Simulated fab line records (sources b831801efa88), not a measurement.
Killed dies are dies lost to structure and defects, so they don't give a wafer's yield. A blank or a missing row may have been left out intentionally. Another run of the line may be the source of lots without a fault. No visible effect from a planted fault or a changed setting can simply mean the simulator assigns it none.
Which tool was responsible? :: flow sky130 :: 14 lots, 42 wafers sampled, at 4 steps of a route of 708

WHAT THE GAUGES SHOWED, per wafer
SKY_NWELL_RS_MEAS_29: measurement is done with a four-point probe. Usual: for NWELL_RS the level is 625.5 ohm/sq and the standard deviation is 1.7.
lot: L788
measured: day 5 08:35
on: film_metro-02
NWELL_RS (ohm/sq): 625.6 625.3 627.1
flag: 

lot: L789
measured: day 5 15:49
on: film_metro-02
NWELL_RS (ohm/sq): 624.2 622.0 626.5
flag: 

lot: L791
measured: day 6 04:03
on: film_metro-02
NWELL_RS (ohm/sq): 624.5 627.3 628.6
flag: 

lot: L792
measured: day 6 08:03
on: film_metro-01
NWELL_RS (ohm/sq): 625.2 626.6 627.2
flag: 

lot: L794
measured: day 6 20:32
on: film_metro-01
NWELL_RS (ohm/sq): 625.5 625.4 626.4
flag: 

lot: L795
measured: day 7 06:16
on: film_metro-04
NWELL_RS (ohm/sq): 622.5 621.1 621.9
flag: 

lot: L796
measured: day 7 08:26
on: film_metro-01
NWELL_RS (ohm/sq): 625.6 625.3 625.5
flag: 

lot: L797
measured: day 7 16:57
on: film_metro-04
NWELL_RS (ohm/sq): 627.3 625.0 625.3
flag: 

lot: L798
measured: day 7 20:05
on: film_metro-02
NWELL_RS (ohm/sq): 626.1 625.3 624.3
flag: 

lot: L799
measured: day 8 01:22
on: film_metro-04
NWELL_RS (ohm/sq): 626.5 628.5 625.5
flag: 

lot: L807
measured: day 10 02:54
on: film_metro-01
NWELL_RS (ohm/sq): 624.0 624.7 623.3
flag: 

lot: L808
measured: day 10 06:02
on: film_metro-02
NWELL_RS (ohm/sq): 624.7 623.9 625.4
flag: 

lot: L810
measured: day 11 03:12
on: film_metro-01
NWELL_RS (ohm/sq): 625.7 628.6 626.8
flag: 

lot: L811
measured: day 11 13:03
on: film_metro-01
NWELL_RS (ohm/sq): 626.4 627.2 627.0
flag: 

SKY_GATE_OXIDE_TW_MEAS_14. Usual: for GATE_OXIDE_TW the level is 224.4 and the standard deviation is 1.4.
lot: L788
measured: day 13 18:41
on: film_metro-04
GATE_OXIDE_TW: 225.6 225.8 225.3
flag: 

lot: L789
measured: day 14 09:03
on: film_metro-04
GATE_OXIDE_TW: 227.2 226.8 227.6
flag: 

lot: L791
measured: day 15 04:56
on: film_metro-02
GATE_OXIDE_TW: 225.7 226.0 224.1
flag: 

lot: L792
measured: day 15 09:55
on: film_metro-04
GATE_OXIDE_TW: 222.0 222.5 222.0
flag: 

lot: L794
measured: day 16 07:24
on: film_metro-04
GATE_OXIDE_TW: 225.7 222.7 223.7
flag: 

lot: L795
measured: day 16 16:27
on: film_metro-04
GATE_OXIDE_TW: 224.4 223.5 223.9
flag: 

lot: L796
measured: day 16 16:44
on: film_metro-01
GATE_OXIDE_TW: 224.9 224.7 225.0
flag: 

lot: L797
measured: day 17 08:13
on: film_metro-02
GATE_OXIDE_TW: 224.9 226.5 225.9
flag: 

lot: L798
measured: day 17 12:33
on: film_metro-04
GATE_OXIDE_TW: 223.6 223.6 224.2
flag: 

lot: L799
measured: day 17 21:35
on: film_metro-04
GATE_OXIDE_TW: 223.3 223.7 223.4
flag: 

lot: L807
measured: day 20 15:14
on: film_metro-01
GATE_OXIDE_TW: 225.2 224.3 225.7
flag: 

lot: L808
measured: day 20 22:21
on: film_metro-04
GATE_OXIDE_TW: 222.7 223.1 222.1
flag: 

lot: L810
measured: day 22 02:41
on: film_metro-01
GATE_OXIDE_TW: 227.0 226.0 225.1
flag: 

lot: L811
measured: day 22 13:44
on: film_metro-04
GATE_OXIDE_TW: 223.7 223.5 224.5
flag: 

SKY_POLY_CUT_OVL_MEAS_09. Usual: for POLY_CUT_OVL the level is 1 nm and the standard deviation is 6.7.
lot: L788
measured: day 24 06:23
on: overlay-02
POLY_CUT_OVL (nm): -9 -3 -3
flag: 

lot: L789
measured: day 24 23:35
on: overlay-02
POLY_CUT_OVL (nm): -6 -9 -6
flag: 

lot: L791
measured: day 25 23:22
on: overlay-02
POLY_CUT_OVL (nm): 3 -6 3
flag: 

lot: L792
measured: day 26 01:04
on: overlay-01
POLY_CUT_OVL (nm): -8 -8 0
flag: 

lot: L794
measured: day 26 18:57
on: overlay-02
POLY_CUT_OVL (nm): 24 12 15
flag: 

lot: L795
measured: day 27 06:32
on: overlay-02
POLY_CUT_OVL (nm): 3 -1 0
flag: 

lot: L796
measured: day 27 05:35
on: overlay-01
POLY_CUT_OVL (nm): 9 5 9
flag: 

lot: L797
measured: day 27 20:10
on: overlay-02
POLY_CUT_OVL (nm): 6 1 4
flag: 

lot: L798
measured: day 28 05:58
on: overlay-01
POLY_CUT_OVL (nm): -3 -9 -4
flag: 

lot: L799
measured: day 28 06:55
on: overlay-02
POLY_CUT_OVL (nm): 1 -1 -9
flag: 

lot: L807
measured: day 30 23:37
on: overlay-01
POLY_CUT_OVL (nm): 10 11 9
flag: 

lot: L808
measured: day 31 02:52
on: overlay-02
POLY_CUT_OVL (nm): 4 4 2
flag: 

lot: L810
measured: day 32 06:35
on: overlay-02
POLY_CUT_OVL (nm): 8 6 10
flag: 

lot: L811
measured: day 32 17:07
on: overlay-01
POLY_CUT_OVL (nm): 11 13 15
flag: 

EACH LOT AND THE TOOL THAT RAN IT (in order: tool; ch and the chambers of the sampled wafers; start)
lot: L788
SKY_LDD_HVP_EXPOSE_04: iline_stepper-01 ch 0, day 20 21:44

lot: L789
SKY_LDD_HVP_EXPOSE_04: iline_stepper-01 ch 0, day 21 15:15

lot: L791
SKY_LDD_HVP_EXPOSE_04: iline_stepper-01 ch 0, day 22 17:27

lot: L792
SKY_LDD_HVP_EXPOSE_04: iline_stepper-02 ch 0, day 22 20:20

lot: L794
SKY_LDD_HVP_EXPOSE_04: iline_stepper-02 ch 0, day 23 14:52

lot: L795
SKY_LDD_HVP_EXPOSE_04: iline_stepper-01 ch 0, day 24 02:22

lot: L796
SKY_LDD_HVP_EXPOSE_04: iline_stepper-01 ch 0, day 24 02:17

lot: L797
SKY_LDD_HVP_EXPOSE_04: iline_stepper-02, day 24 17:10

lot: L798
SKY_LDD_HVP_EXPOSE_04: iline_stepper-02, day 25 01:12

lot: L799
SKY_LDD_HVP_EXPOSE_04: iline_stepper-01 ch 0, day 25 04:04

lot: L807
SKY_LDD_HVP_EXPOSE_04: iline_stepper-02 ch 0, day 27 21:05

lot: L808
SKY_LDD_HVP_EXPOSE_04: iline_stepper-01 ch 0, day 28 02:31

lot: L810
SKY_LDD_HVP_EXPOSE_04: iline_stepper-01 ch 0, day 29 05:31

lot: L811
SKY_LDD_HVP_EXPOSE_04: iline_stepper-01 ch 0, day 29 16:50
- SKY_LDD_HVP_EXPOSE_04: exposes mask HVPTM, target cd 700 nm.

WHAT THE TOOLS THEMSELVES READ (means of the sampled wafers that have a number; where no wafer has one, the mark that the record gives instead)
SKY_LDD_HVP_EXPOSE_04. Usual: exposure_dose_mJ_cm2 85.99, standard deviation 0.076; focus_offset_nm 0.0 nm, standard deviation 0.46; reticle_temp_C 22.99 C, standard deviation 0.11.
lot: L788
tool: iline_stepper-01
exposure_dose_mJ_cm2: 86.06
focus_offset_nm (nm): 0.2
reticle_temp_C (C): 22.98
flag: 

lot: L789
tool: iline_stepper-01
exposure_dose_mJ_cm2: 85.96
focus_offset_nm (nm): -0.2
reticle_temp_C (C): 22.93
flag: 

lot: L791
tool: iline_stepper-01
exposure_dose_mJ_cm2: 85.98
focus_offset_nm (nm): 0.3
reticle_temp_C (C): 22.90
flag: 

lot: L792
tool: iline_stepper-02
exposure_dose_mJ_cm2: 86.02
focus_offset_nm (nm): -0.5
reticle_temp_C (C): 22.96
flag: 

lot: L794
tool: iline_stepper-02
exposure_dose_mJ_cm2: 86.04
focus_offset_nm (nm): 0.0
reticle_temp_C (C): 22.90
flag: 

lot: L795
tool: iline_stepper-01
exposure_dose_mJ_cm2: 86.00
focus_offset_nm (nm): -0.0
reticle_temp_C (C): 22.90
flag: 

lot: L796
tool: iline_stepper-01
exposure_dose_mJ_cm2: 85.90
focus_offset_nm (nm): 0.2
reticle_temp_C (C): 22.97
flag: 

lot: L797
tool: iline_stepper-02
exposure_dose_mJ_cm2: -
focus_offset_nm (nm): -
reticle_temp_C (C): -
flag: OFF

lot: L798
tool: iline_stepper-02
exposure_dose_mJ_cm2: -
focus_offset_nm (nm): -
reticle_temp_C (C): -
flag: OFF

lot: L799
tool: iline_stepper-01
exposure_dose_mJ_cm2: 86.01
focus_offset_nm (nm): 0.5
reticle_temp_C (C): 22.98
flag: 

lot: L807
tool: iline_stepper-02
exposure_dose_mJ_cm2: 85.94
focus_offset_nm (nm): 0.0
reticle_temp_C (C): 23.16
flag: 

lot: L808
tool: iline_stepper-01
exposure_dose_mJ_cm2: 85.93
focus_offset_nm (nm): 0.3
reticle_temp_C (C): 23.04
flag: 

lot: L810
tool: iline_stepper-01
exposure_dose_mJ_cm2: 85.92
focus_offset_nm (nm): 0.6
reticle_temp_C (C): 23.20
flag: 

lot: L811
tool: iline_stepper-01
exposure_dose_mJ_cm2: 85.95
focus_offset_nm (nm): 0.2
reticle_temp_C (C): 22.94
flag: 

THE ANSWER, worked out from the rows above alone
Rule: take the mean of a lot's wafers that have a number; if it is more than 3 standard deviations from the usual mean, the lot is off. Also off: a lot with no number at a reading for which 4 or more lots have one. Any other lot the step has rows for is counted as sound. First the gauges in route order, then the tools' own readings, where a lot's mean is used as printed above. At the first step where some lot is off, the reading lying furthest off is the one used; lots without a number count as furthest.
Off at SKY_LDD_HVP_EXPOSE_04 (exposure_dose_mJ_cm2): L797, L798. Without a number there: L797, L798.
If a tool, at that step or one of the process steps before it, ran each lot that is off and ran no sound lot following the first of them, it fits. None of those tried fits.

WHAT THE SIMULATOR PUT IN
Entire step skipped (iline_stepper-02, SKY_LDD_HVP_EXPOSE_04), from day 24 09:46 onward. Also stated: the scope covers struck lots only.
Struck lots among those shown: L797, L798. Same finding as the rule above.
